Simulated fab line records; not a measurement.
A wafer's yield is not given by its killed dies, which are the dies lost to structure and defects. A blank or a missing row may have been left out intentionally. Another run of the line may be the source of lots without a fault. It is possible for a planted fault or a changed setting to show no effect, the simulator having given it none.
2 desks, one fault || flow gf180mcu || what lay behind the numbers comes last; until then each desk has only its own

## FOR THE TOOL OWNER'S DESK: pvd-sputter-04
The tool's own readings at GF_MIM_SPUTTER_08 (material AlCu, target thk 200 nm, time 10.6 s): means of the sampled wafers that have a number, for each lot that ran on this tool. Marked OUT: a lot whose mean sits more than 4 standard deviations from the usual mean, which makes it out of limits; the brackets give that distance.
Columns: A = throttle-valve-pct at GF_MIM_SPUTTER_08, usual 30.3 %
{"lot": "L393", "first seen here": "day 25 02:17", "A": 29.6}
{"lot": "L394", "first seen here": "day 25 06:53", "A": 29.7}
{"lot": "L402", "first seen here": "day 28 05:25", "A": 30.1}
{"lot": "L403", "first seen here": "day 28 09:38", "A": 30.1}
This desk's verdict: no lot among the 4 shows anything out of limits.

## THE METROLOGY DESK
Means of the sampled wafers that have a number, per lot and without regard to the tool the lot ran on: this is what the gauges read. Marked OUT: a lot whose mean sits more than 4 standard deviations from the usual mean, which makes it out of limits; the brackets give that distance.
Columns: A = V4_W_THK at GF_V4_THK_MEAS_25, usual 358 nm; B = MIM_ALCU_RS at GF_MIM_RS_MEAS_10, usual 0.1599 ohm/sq; C = MIM_ALCU_THK at GF_MIM_THK_MEAS_11, usual 201.9 nm
{"lot": "L393", "first seen here": "day 25 01:34", "A": 349, "B": 0.1572, "C": 203.5}
{"lot": "L394", "first seen here": "day 25 06:08", "A": 365, "B": 0.1604, "C": 201.3}
{"lot": "L402", "first seen here": "day 28 04:42", "A": 357, "B": 0.1540, "C": 209.9}
{"lot": "L403", "first seen here": "day 28 08:56", "A": 364, "B": "0.1512 (-4.6) OUT", "C": "213.4 (+4.4) OUT"}
{"lot": "L405", "first seen here": "day 28 16:56", "A": 357, "B": 0.1580, "C": 204.5}
{"lot": "L406", "first seen here": "day 29 06:37", "A": 355, "B": 0.1616, "C": 200.0}
{"lot": "L410", "first seen here": "day 30 17:59", "A": 352, "B": 0.1600, "C": 202.2}
{"lot": "L411", "first seen here": "day 30 18:52", "A": 361, "B": 0.1614, "C": 199.5}
{"lot": "L414", "first seen here": "day 31 07:28", "A": 363, "B": 0.1588, "C": 203.8}
{"lot": "L415", "first seen here": "day 31 14:13", "A": 361, "B": 0.1615, "C": 200.4}
This desk reports L403 out of limits; the earliest was L403 at day 28 09:44 (MIM_ALCU_RS at GF_MIM_RS_MEAS_10). In limits: L393, L394, L402, L405, L406, L410, L411, L414, L415.

## TAKEN TOGETHER
On L403, the metrology desk was in a position to raise an alarm at day 28 09:44.
The desk of the tool owner found nothing out of limits.
The tool owner's desk has L403 on record, within its limits.
The lots listed all ran GF_MIM_SPUTTER_08 on pvd-sputter-04.

## WHAT HAD BEEN PUT IN BY THE SIMULATOR
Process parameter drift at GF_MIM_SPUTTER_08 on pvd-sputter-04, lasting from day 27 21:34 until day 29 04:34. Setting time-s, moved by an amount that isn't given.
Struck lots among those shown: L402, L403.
Per desk, hours elapsed from the start of the fault to the first reading out of limits: for the metrology desk, 12.
